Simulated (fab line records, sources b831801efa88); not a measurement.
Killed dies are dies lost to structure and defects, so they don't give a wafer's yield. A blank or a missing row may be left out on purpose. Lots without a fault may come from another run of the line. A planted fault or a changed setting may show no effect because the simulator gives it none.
Which tool did it? | flow sky130 | 13 lots, 37 wafers sampled, at 4 steps of a route of 708

WHAT THE GAUGES READ, wafer by wafer
SKY_RES_PROTECT_TW_MEAS_08. Usual: POLY_GATE_TW 4079, standard deviation 40.
lot  | measured     | on            | POLY_GATE_TW   | flag
L149 | day 16 11:32 | film_metro-03 | 4058 4067 4056 |
L150 | day 16 11:50 | film_metro-01 | 4038 4067 4052 |
L151 | day 16 19:43 | film_metro-04 | 4110 4103 4085 |
L152 | day 17 04:50 | film_metro-04 | 4127 4125      |
L153 | day 17 16:20 | film_metro-04 | 4124 4124 4117 |
L154 | day 18 04:20 | film_metro-04 | 4135 4131      |
L161 | day 20 12:56 | film_metro-04 | 4119 4106 4122 |
L162 | day 21 04:56 | film_metro-03 | 4060 4063 4058 |
L164 | day 21 11:40 | film_metro-01 | 4085 4064 4081 |
L165 | day 21 16:55 | film_metro-01 | 4065 4071 4053 |
L166 | day 21 23:41 | film_metro-01 | 4069 4074 4058 |
L167 | day 22 11:26 | film_metro-01 | 4093 4094 4062 |
L169 | day 22 22:14 | film_metro-04 | 4166 4155 4156 |

SKY_SD_N_CD_MEAS_07: target cd 380 nm. Usual: cd_nm 380.5 nm, standard deviation 3.
lot  | measured     | on        | cd_nm (nm)        | flag
L149 | day 29 06:52 | cd_sem-01 | 385.9 382.9 385.9 |
L150 | day 29 08:26 | cd_sem-02 | 381.2 382.7 383.3 |
L151 | day 29 14:38 | cd_sem-01 | 382.7 383.8 381.5 |
L152 | day 29 23:46 | cd_sem-01 | 358.5 378.2       | OFF
L153 | day 30 06:43 | cd_sem-01 | 360.9 360.8 379.1 | OFF
L154 | day 30 22:37 | cd_sem-02 | 377.6 356.7       | OFF
L161 | day 32 22:29 | cd_sem-02 | 382.6 382.6 383.4 |
L162 | day 33 09:05 | cd_sem-01 | 384.2 385.0 383.7 |
L164 | day 33 18:41 | cd_sem-02 | 385.8 384.2 382.8 |
L165 | day 33 21:14 | cd_sem-02 | 378.2 379.8 378.5 |
L166 | day 34 03:27 | cd_sem-01 | 373.5 374.5 374.1 |
L167 | day 34 13:22 | cd_sem-02 | 379.5 378.6 377.3 |
L169 | day 35 00:50 | cd_sem-02 | 381.0 383.6 382.3 |

WHICH TOOL RAN EACH LOT (tool, then ch and the chambers of the sampled wafers, then the start)
lot  | SKY_POLY_CUT_ETCH_11               | SKY_SD_N_EXPOSE_04
L149 | rie_diel-04 ch 0,3, day 25 17:37   | iline_stepper-02 ch 0, day 28 17:42
L150 | rie_diel-03 ch 1,2, day 25 18:19   | iline_stepper-01 ch 0, day 28 19:46
L151 | rie_diel-04 ch 1,2,3, day 26 01:44 | iline_stepper-02 ch 0, day 29 01:29
L152 | rie_diel-01 ch 0,1, day 26 10:16   | iline_stepper-02 ch 0, day 29 09:32
L153 | rie_diel-01 ch 1,2,3, day 26 18:19 | iline_stepper-02 ch 0, day 29 16:20
L154 | rie_diel-04 ch 0,1, day 27 09:32   | iline_stepper-02 ch 0, day 30 09:13
L161 | rie_diel-03 ch 0,1, day 29 11:32   | iline_stepper-02 ch 0, day 32 09:49
L162 | rie_diel-03 ch 0,2, day 29 22:28   | iline_stepper-02 ch 0, day 32 20:14
L164 | rie_diel-01 ch 0,1,2, day 30 10:13 | iline_stepper-01 ch 0, day 33 05:31
L165 | rie_diel-03 ch 0,2, day 30 12:50   | iline_stepper-02 ch 0, day 33 09:06
L166 | rie_diel-03 ch 2,3, day 30 17:22   | iline_stepper-01 ch 0, day 33 14:56
L167 | rie_diel-03 ch 0,2,3, day 31 05:29 | iline_stepper-02 ch 0, day 34 00:54
L169 | rie_diel-01 ch 1,2, day 31 17:58   | iline_stepper-02 ch 0, day 34 12:32
- SKY_POLY_CUT_ETCH_11: etches Si3N4 in CF4/CH2F2/Ar, stops on poly-Si, time 42.5 s, target depth 60 nm.
- SKY_SD_N_EXPOSE_04: exposes mask NSDM, target cd 380 nm.

WHAT THE TOOLS THEMSELVES READ (means of the sampled wafers that have a number; where no wafer has one, the mark that the record gives instead)
SKY_POLY_CUT_ETCH_11. Usual: drypump_motor_current_A 5.7 A, standard deviation 0.5; oes_product_au 0.830 a.u., standard deviation 0.0068; throttle_valve_pct 14.994 %, standard deviation 0.0087.
lot  | tool        | drypump_motor_current_A (A) | oes_product_au (a.u.) | throttle_valve_pct (%) | flag
L149 | rie_diel-04 | 5.8                         | 0.824                 | 14.988                 |
L150 | rie_diel-03 | 5.8                         | 0.822                 | 14.989                 |
L151 | rie_diel-04 | 5.7                         | 0.827                 | 14.983                 |
L152 | rie_diel-01 | 5.2                         | 0.823                 | 14.979                 |
L153 | rie_diel-01 | 6.0                         | 0.831                 | 14.999                 |
L154 | rie_diel-04 | 5.2                         | 0.829                 | 14.998                 |
L161 | rie_diel-03 | 5.7                         | 0.828                 | 14.997                 |
L162 | rie_diel-03 | 5.4                         | 0.827                 | 14.990                 |
L164 | rie_diel-01 | 5.7                         | 0.834                 | 14.993                 |
L165 | rie_diel-03 | 5.5                         | 0.841                 | 14.997                 |
L166 | rie_diel-03 | 5.5                         | 0.832                 | 14.996                 |
L167 | rie_diel-03 | 5.5                         | 0.834                 | 14.993                 |
L169 | rie_diel-01 | 6.2                         | 0.832                 | 14.997                 |

THE ANSWER, worked out from the rows above alone
Rule: a lot is off if the mean of its wafers that have a number lies more than 3 standard deviations from the usual mean. A lot without any number at a reading at which 4 lots or more have one is off too. The other lots that the step has rows for count as sound. The gauges are gone through in route order, then the tools' own readings, and for those a lot's mean is taken as printed above. The first step at which some lot is off is used, and at that step the reading that is off furthest; a lot without a number counts as furthest.
Off: L152, L153, L154, at SKY_SD_N_CD_MEAS_07 (cd_nm).
A tool fits if, at a process step before that reading, it ran every lot that is off, and no sound lot after the first of them. The gauges at SKY_SD_N_CD_MEAS_07 are tried like those tools. None of those tried fits.

WHAT THE SIMULATOR HAD PUT IN
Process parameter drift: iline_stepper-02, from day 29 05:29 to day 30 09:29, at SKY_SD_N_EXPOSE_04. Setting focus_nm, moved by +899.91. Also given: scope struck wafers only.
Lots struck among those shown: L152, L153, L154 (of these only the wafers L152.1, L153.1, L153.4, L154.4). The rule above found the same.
